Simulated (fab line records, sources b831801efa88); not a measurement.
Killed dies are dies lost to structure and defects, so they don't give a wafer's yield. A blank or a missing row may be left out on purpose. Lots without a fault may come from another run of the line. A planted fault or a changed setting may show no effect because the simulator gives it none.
Which tool did it? | flow gf180mcu | 10 lots, 30 wafers sampled, at 6 steps of a route of 602

WHAT THE GAUGES READ, wafer by wafer
GF_V2_THK_MEAS_01. Usual: V2_CVD_00_THK 597 nm, standard deviation 7.7.
lot  | measured     | on            | V2_CVD_00_THK (nm) | flag
L149 | day 19 09:46 | film_metro-02 | 588 593 581        |
L150 | day 19 19:23 | film_metro-01 | 606 606 607        |
L151 | day 20 10:10 | film_metro-01 | 600 605 604        |
L156 | day 22 04:50 | film_metro-01 | 601 603 600        |
L162 | day 24 01:52 | film_metro-01 | 599 596 597        |
L164 | day 24 20:55 | film_metro-01 | 587 592 584        |
L165 | day 25 04:17 | film_metro-02 | 585 598 589        |
L169 | day 26 09:27 | film_metro-01 | 600 587 599        |
L171 | day 27 01:35 | film_metro-03 | 590 596 591        |
L172 | day 27 08:21 | film_metro-03 | 597 600 603        |

GF_V2_CD_MEAS_14: target cd 260 nm. Usual: cd_nm 260.0 nm, standard deviation 1.1.
lot  | measured     | on        | cd_nm (nm)        | flag
L149 | day 20 10:28 | cd_sem-01 | 260.2 258.6 260.9 |
L150 | day 20 19:51 | cd_sem-01 | 259.8 261.0 260.0 |
L151 | day 21 10:43 | cd_sem-01 | 260.2 257.9 259.9 |
L156 | day 23 04:39 | cd_sem-01 | 257.9 257.9 258.6 |
L162 | day 25 00:04 | cd_sem-02 | 260.7 260.8 261.1 |
L164 | day 25 18:28 | cd_sem-01 | 258.7 259.5 258.9 |
L165 | day 26 02:09 | cd_sem-01 | 261.3 260.5 262.6 |
L169 | day 27 07:01 | cd_sem-02 | 260.8 260.2 260.8 |
L171 | day 27 21:26 | cd_sem-02 | 262.0 260.9 259.7 |
L172 | day 28 04:32 | cd_sem-01 | 260.7 260.9 260.5 |

GF_V2_RS_MEAS_24: measures by four-point-probe. Usual: V2_W_RS 0.328 ohm/sq, standard deviation 0.0048.
lot  | measured     | on            | V2_W_RS (ohm/sq)                    | flag
L149 | day 20 11:32 | film_metro-01 | 0.333 0.332 0.327                   |
L150 | day 20 20:53 | film_metro-03 | 0.334 0.336 0.331                   |
L151 | day 21 11:45 | film_metro-03 | 0.328 0.323 0.328                   |
L156 | day 23 05:45 | film_metro-03 | 0.328 0.331 0.324                   |
L162 | day 25 01:05 | film_metro-01 | 0.249 0.246 0.251 0.248 0.246 0.251 | OFF
L164 | day 25 19:29 | film_metro-02 | 0.244 0.245 0.248 0.245 0.246 0.248 | OFF
L165 | day 26 03:11 | film_metro-03 | 0.321 0.318 0.324                   |
L169 | day 27 08:05 | film_metro-03 | 0.323 0.321 0.323                   |
L171 | day 27 22:30 | film_metro-02 | 0.322 0.324 0.327                   |
L172 | day 28 05:34 | film_metro-01 | 0.327 0.326 0.327                   |

GF_V2_THK_MEAS_25: measures by xrf. Usual: V2_W_THK 354 nm, standard deviation 5.7.
lot  | measured     | on            | V2_W_THK (nm)           | flag
L149 | day 20 11:38 | film_metro-01 | 347 346 353             |
L150 | day 20 21:01 | film_metro-03 | 350 347 352             |
L151 | day 21 11:52 | film_metro-03 | 352 359 353             |
L156 | day 23 05:52 | film_metro-03 | 358 354 363             |
L162 | day 25 03:50 | film_metro-01 | 471 476 468 476 478 464 | OFF
L164 | day 26 08:03 | film_metro-02 | 472 475 463 471 472 464 | OFF
L165 | day 26 03:18 | film_metro-03 | 362 363 356             |
L169 | day 27 08:11 | film_metro-03 | 359 364 359             |
L171 | day 27 22:37 | film_metro-02 | 358 355 351             |
L172 | day 28 05:40 | film_metro-01 | 352 356 356             |

WHICH TOOL RAN EACH LOT (tool, then ch and the chambers of the sampled wafers, then the start)
lot  | GF_V2_CVD_02                    | GF_V2_CVD_23
L149 | pecvd-03 ch 0,1,2, day 19 09:49 | cvd_w-02 ch 0,1, day 20 11:23
L150 | pecvd-04 ch 0,1,2, day 19 19:26 | cvd_w-02 ch 0,1, day 20 20:46
L151 | pecvd-03 ch 0,1, day 20 10:13   | cvd_w-01 ch 0,1, day 21 11:37
L156 | pecvd-03 ch 0,2, day 22 04:53   | cvd_w-01 ch 0,1, day 23 05:38
L162 | pecvd-01 ch 0,1,2, day 24 01:55 | cvd_w-02 ch 0,1, day 25 00:58
L164 | pecvd-03 ch 0,2, day 24 20:58   | cvd_w-02 ch 0,1, day 25 19:22
L165 | pecvd-04 ch 0,1,2, day 25 04:21 | cvd_w-01 ch 0,1, day 26 03:04
L169 | pecvd-03 ch 0,1, day 26 09:30   | cvd_w-01 ch 1, day 27 07:57
L171 | pecvd-03 ch 0,1,2, day 27 01:39 | cvd_w-01 ch 0,1, day 27 22:23
L172 | pecvd-04 ch 0,1, day 27 08:23   | cvd_w-01 ch 0,1, day 28 05:26
- GF_V2_CVD_02: deposits SiO2 from TEOS, target thk 850 nm, time 94.851 s.
- GF_V2_CVD_23: deposits W, target thk 350 nm, time 104.94 s.

WHAT THE TOOLS THEMSELVES READ (means of the sampled wafers that have a number; where no wafer has one, the mark that the record gives instead)
GF_V2_CVD_02. Usual: heater_power_outer_w 397 W, standard deviation 81; heater_power_w 675 W, standard deviation 100; rf_fwd_power_W 596.2 W, standard deviation 2.2; susceptor_temp_C 400.00 C, standard deviation 0.2.
lot  | tool     | heater_power_outer_w (W) | heater_power_w (W) | rf_fwd_power_W (W) | susceptor_temp_C (C) | flag
L149 | pecvd-03 | 383                      | 661                | 598.4              | 400.03               |
L150 | pecvd-04 | 394                      | 663                | 594.8              | 400.04               |
L151 | pecvd-03 | 400                      | 663                | 595.8              | 399.97               |
L156 | pecvd-03 | 410                      | 706                | 595.3              | 399.90               |
L162 | pecvd-01 | 335                      | 608                | 595.9              | 399.92               |
L164 | pecvd-03 | 396                      | 698                | 596.1              | 400.21               |
L165 | pecvd-04 | 405                      | 676                | 597.0              | 399.83               |
L169 | pecvd-03 | 383                      | 633                | 594.1              | 400.07               |
L171 | pecvd-03 | 425                      | 703                | 593.6              | 400.09               |
L172 | pecvd-04 | 364                      | 625                | 595.7              | 400.00               |

GF_V2_CVD_23. Usual: heater_power_outer_w 543 W, standard deviation 23; heater_power_w 891 W, standard deviation 40; susceptor_temp_C 399.99 C, standard deviation 0.21.
lot  | tool     | heater_power_outer_w (W) | heater_power_w (W) | susceptor_temp_C (C) | flag
L149 | cvd_w-02 | 569                      | 887                | 400.21               |
L150 | cvd_w-02 | 557                      | 877                | 399.99               |
L151 | cvd_w-01 | 529                      | 875                | 400.04               |
L156 | cvd_w-01 | 528                      | 866                | 400.20               |
L162 | cvd_w-02 | 623                      | 996                | 416.18               | OFF
L164 | cvd_w-02 | 640                      | 1011               | 416.39               | OFF
L165 | cvd_w-01 | 529                      | 893                | 399.93               |
L169 | cvd_w-01 | 543                      | 863                | 400.10               |
L171 | cvd_w-01 | 530                      | 914                | 399.84               |
L172 | cvd_w-01 | 536                      | 903                | 399.90               |

THE ANSWER, worked out from the rows above alone
Rule: a lot is off if the mean of its wafers that have a number lies more than 3 standard deviations from the usual mean. A lot without any number at a reading at which 4 lots or more have one is off too. The other lots that the step has rows for count as sound. The gauges are gone through in route order, then the tools' own readings, and for those a lot's mean is taken as printed above. The first step at which some lot is off is used, and at that step the reading that is off furthest; a lot without a number counts as furthest.
Off: L162, L164, at GF_V2_RS_MEAS_24 (V2_W_RS).
A tool fits if, at a process step before that reading, it ran every lot that is off, and no sound lot after the first of them. The gauges at GF_V2_RS_MEAS_24 aren't tried: what is off there is off at GF_V2_CVD_23 too, on other tools, and a gauge's error can't cause that. One fits: cvd_w-02 at GF_V2_CVD_23. Its last sound lot is L150 (day 20 20:46), its first lot that is off L162 (day 25 00:58): a fault that began between those two fits.
The tool's own readings at GF_V2_CVD_23 bear it out: on the lots that are off they differ by more than 5 times the standard deviation of the sound lots' means. heater_power_outer_w reads 632 W there against 540 W on the sound lots; heater_power_w reads 1004 W there against 885 W on the sound lots; susceptor_temp_C reads 416.28 C there against 400.03 C on the sound lots.

WHAT THE SIMULATOR HAD PUT IN
Process parameter drift: cvd_w-02, from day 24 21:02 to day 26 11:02, at GF_V2_CVD_23. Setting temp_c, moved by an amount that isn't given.
Lots struck among those shown: L162, L164. The rule above found the same.
